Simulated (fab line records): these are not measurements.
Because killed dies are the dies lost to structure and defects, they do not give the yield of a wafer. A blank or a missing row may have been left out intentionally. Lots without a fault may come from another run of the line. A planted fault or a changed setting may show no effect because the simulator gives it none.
One fault seen from 2 desks | flow gf180mcu | what lay behind the numbers comes last; until then each desk has only its own

== AT THE METROLOGY DESK ==
What the gauges read, lot by lot, whatever tool the lot ran on: means of the sampled wafers that have a number. The brackets show how far a lot's mean lies from the usual mean; more than 4 standard deviations puts the lot out of limits, marked OUT.
Columns: A = M5_OVL at GF_M5_OVL_MEAS_08, usual 0 nm
lot  | first seen here | A
L440 | day 26 05:04    | 8
L441 | day 26 15:06    | -7
L442 | day 26 17:32    | -4
L444 | day 27 18:46    | 3
L445 | day 27 19:18    | -2
L446 | day 28 01:52    | -2
L448 | day 28 22:36    | 5
L450 | day 29 15:34    | 0
L452 | day 30 01:24    | 0
L454 | day 30 15:35    | -8
L455 | day 30 22:25    | -1
L456 | day 31 06:27    | 1
L463 | day 32 17:49    | -2
Result from this desk: across the 13 lots, nothing is out of limits.

== DESK OF THE TOOL OWNER: pvd-sputter-03 ==
The tool's own readings at GF_MIM_SPUTTER_02 (material AlCu, target thk 450 nm, time 23.9 s): means of the sampled wafers that have a number, for each lot that ran on this tool. The brackets show how far a lot's mean lies from the usual mean; more than 4 standard deviations puts the lot out of limits, marked OUT.
Columns: A = throttle-valve-pct at GF_MIM_SPUTTER_02, usual 30.3 %
lot  | first seen here | A
L440 | day 24 10:08    | 30.1
L441 | day 24 20:19    | 30.4
L445 | day 26 01:03    | 30.6
L448 | day 27 06:23    | 30.6
L452 | day 28 11:23    | 30.5
L454 | day 29 01:31    | 30.3
L455 | day 29 09:33    | 30.5
L456 | day 29 17:59    | 30.1
Result from this desk: across the 8 lots, nothing is out of limits.

== BROUGHT TOGETHER ==
Metrology desk: nothing out of limits seen.
Nothing out of limits was seen by the tool owner's desk.

== WHAT THE SIMULATOR HAD PUT IN ==
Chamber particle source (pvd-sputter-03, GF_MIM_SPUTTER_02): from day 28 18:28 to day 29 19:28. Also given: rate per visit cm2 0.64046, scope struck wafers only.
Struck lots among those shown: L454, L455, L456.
